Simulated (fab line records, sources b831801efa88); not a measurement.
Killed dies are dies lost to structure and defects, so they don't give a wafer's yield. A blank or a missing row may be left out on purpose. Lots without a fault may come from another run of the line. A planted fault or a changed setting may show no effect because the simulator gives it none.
One fault seen from 2 desks | flow gf180mcu | each desk has only its own numbers; what lay behind them comes last

THE METROLOGY DESK
What the gauges read, lot by lot, whatever tool the lot ran on: means of the sampled wafers that have a number. A lot is out of limits, marked OUT, if its mean lies more than 4 standard deviations from the usual mean; the brackets give that distance.
Columns: A = NWELL_TW at GF_NWELL_TW_MEAS_11, usual 1571; B = NWELL_RS at GF_VT_IMPLANT_RS_MEAS_47, usual 487.8 ohm/sq; C = M1_ALCU_RS at GF_M1_RS_MEAS_05, usual 0.0693 ohm/sq
lot  | first seen here | A               | B               | C
L834 | day 3 19:47     | 1597            | 488.6           | 0.0706
L835 | day 3 23:11     | 1559            | 487.4           | 0.0690
L839 | day 4 22:33     | 1603            | 488.3           | 0.0697
L840 | day 5 03:59     | 1608            | 488.1           | 0.0696
L842 | day 5 13:29     | 1539            | 488.4           | 0.0696
L846 | day 6 12:56     | 1597            | 486.2           | 0.0692
L848 | day 6 23:03     | 1596            | 485.8           | 0.0690
L850 | day 7 12:50     | 1767 (+7.5) OUT | 392.6 (-73) OUT | 0.0696
L851 | day 7 17:02     | 1597            | 488.3           | 0.0698
L852 | day 7 20:35     | 1762 (+7.3) OUT | 392.5 (-73) OUT | 0.0688
L853 | day 8 00:59     | 1563            | 487.9           | 0.0695
L855 | day 8 14:41     | 1592            | 487.5           | 0.0683
This desk's finding: out of limits on L850, L852; first on L850, day 7 12:50 (NWELL_TW at GF_NWELL_TW_MEAS_11). In limits: L834, L835, L839, L840, L842, L846, L848, L851, L853, L855.

THE TOOL OWNER'S DESK: implanter-02
The tool's own readings at GF_NWELL_IMPLANT_08: means of the sampled wafers that have a number, for each lot that ran on this tool. A lot is out of limits, marked OUT, if its mean lies more than 4 standard deviations from the usual mean; the brackets give that distance.
Columns: A = beam_on_s at GF_NWELL_IMPLANT_08, usual 9.96 s; B = dose_ions_cm2 at GF_NWELL_IMPLANT_08, usual 1.4999e+13; C = faraday_current_uA at GF_NWELL_IMPLANT_08, usual 84.9; D = tilt_deg at GF_NWELL_IMPLANT_08, usual 0.001 degrees
lot  | first seen here | A                | B                            | C               | D
L834 | day 3 19:23     | 9.96             | 1.5008e+13                   | 85.1            | -0.007
L835 | day 3 22:47     | 10.03            | 1.4982e+13                   | 84.2            | -0.012
L839 | day 4 22:10     | 9.95             | 1.4998e+13                   | 84.8            | -0.004
L840 | day 5 03:35     | 10.12            | 1.4992e+13                   | 83.8            | 0.020
L850 | day 7 12:26     | 10.77            | 2.2903e+13 (+99 or more) OUT | 120.1 (+21) OUT | -0.002
L852 | day 7 20:11     | 10.95 (+4.7) OUT | 2.2915e+13 (+99 or more) OUT | 118.0 (+19) OUT | 0.030
This desk's finding: out of limits on L850, L852; first on L850, day 7 12:26 (dose_ions_cm2 at GF_NWELL_IMPLANT_08). In limits: L834, L835, L839, L840.

PUT TOGETHER
The tool owner's desk could have raised an alarm at day 7 12:26, on L850, L852.
The metrology desk could have raised an alarm at day 7 12:50, on L850, L852.
Of the lots named, all ran GF_NWELL_IMPLANT_08 on implanter-02.

WHAT THE SIMULATOR HAD PUT IN
Process parameter drift: implanter-02, from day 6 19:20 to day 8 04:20, at GF_NWELL_IMPLANT_08. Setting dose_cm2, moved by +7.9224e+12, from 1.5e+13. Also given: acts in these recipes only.
Lots struck among those shown: L850, L852.
Hours from the fault's start to each desk's first reading out of limits: the tool owner's desk, 17; the metrology desk, 18.
